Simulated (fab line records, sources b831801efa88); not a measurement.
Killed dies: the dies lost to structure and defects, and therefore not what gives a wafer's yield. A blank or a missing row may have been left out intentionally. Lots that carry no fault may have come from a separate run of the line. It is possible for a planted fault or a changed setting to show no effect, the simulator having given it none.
Problem report in the 8D (eight disciplines) form, filled by code || flow sky130 || the parts of the form that need people (team, actions taken, sign-off) are left out

## 1. WHAT WENT WRONG
At SKY_VIA2_ETCH_14, rf fwd power W averages 697.1 W over 2 wafers from 2 lots, while fault-free wafers read 495.1 W, standard deviation 1.9. So: +99 or more standard deviations from the usual mean.
The step: etches BARC in N2/H2, stops on SiO2, time 45.9 s, target depth 60 nm.
First observed at day 40 12:38: wafer L718.2, on rie diel-02. The record holds 30 wafers of 10 lots with a number at this step. Rule for "out", or "out of limits": more than 4 standard deviations from the usual mean. The other wafers with a number count as sound.

## 2. WHAT IT IS, WHAT IT ISN'T
{"question": "which readings at this step", "is": "rf fwd power W", "is not": "chamber pressure mTorr, drypump motor current A, h2 flow sccm, oes product au"}
{"question": "which lots", "is": "L718, L720", "is not": "L705, L707, L709, L711, L716, L724, L726, L727"}
{"question": "which wafers of those lots", "is": "L718.2, L720.5", "is not": "L718.1, L718.3, L720.3, L720.6"}
{"question": "read on which tools", "is": "rie diel-02", "is not": "rie diel-03, rie diel-04"}
{"question": "when", "is": "from day 40 12:38", "is not": "up to then (17 sound wafers); but 11 sound wafers of L720, L724, L726, L727 came after"}

## 3. SUSPECTS, AND WHAT RULES EACH OUT
Counting: any tool at a process step up to the reading remains a suspect provided it ran every lot that is out. Sound lots after the first of them don't rule it out here, since some wafers of a struck lot are sound.
- rie diel-02 at SKY_VIA2_ETCH_14 (etches BARC in N2/H2, stops on SiO2, time 45.9 s, target depth 60 nm): kept. Ran every lot that is out, first one L718 (day 40 12:38); last sound lot up to then L716 (day 40 05:08). On those wafers its own readings are out: rf fwd power W.
- At SKY_VIA2_ETCH_14, inside rie diel-02: chamber 0 took the wafers that are out, while their sound lot-mates went through chambers 1, 3.
Remaining after the count: rie diel-02 at SKY_VIA2_ETCH_14.

## 4. THE CAUSE (what the simulator had put in)
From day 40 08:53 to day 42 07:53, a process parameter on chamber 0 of rie diel-02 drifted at SKY_VIA2_ETCH_14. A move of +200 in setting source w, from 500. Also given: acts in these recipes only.
This tool alone remained once counting was done.

## 5. THE CHAIN OF EFFECTS, in route order
Rows list readings where the struck wafers' mean (over those with a number) sits beyond 3 standard deviations from the usual. Readings are gone through only where the record gives a usual standard deviation; hours: the median, over the lots, of the time from a lot's start at the first step in this table giving one to that lot's start at this step; sigmas: the change measured in usual standard deviations.
{"hours": 0, "step": "SKY_VIA2_ETCH_14", "reading": "rf fwd power W", "usual": "495.1 W", "on struck wafers": 697.1, "change": "+202.0", "sigmas": "+99 or more"}
{"hours": 0, "step": "SKY_VIA2_STRIP_16", "reading": "strip time to endpoint s", "usual": "4.052 s", "on struck wafers": 3.872, "change": -0.180, "sigmas": -6.2}
Its process steps:
- SKY_VIA2_ETCH_14: etches BARC in N2/H2, stops on SiO2, time 45.9 s, target depth 60 nm.
- SKY_VIA2_STRIP_16: strips in O2/N2.

## 6. WHAT WOULD HAVE CAUGHT IT SOONER
In this record no reading fell out of limits until day 40 12:38, 4 hours after the fault had begun at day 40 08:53.
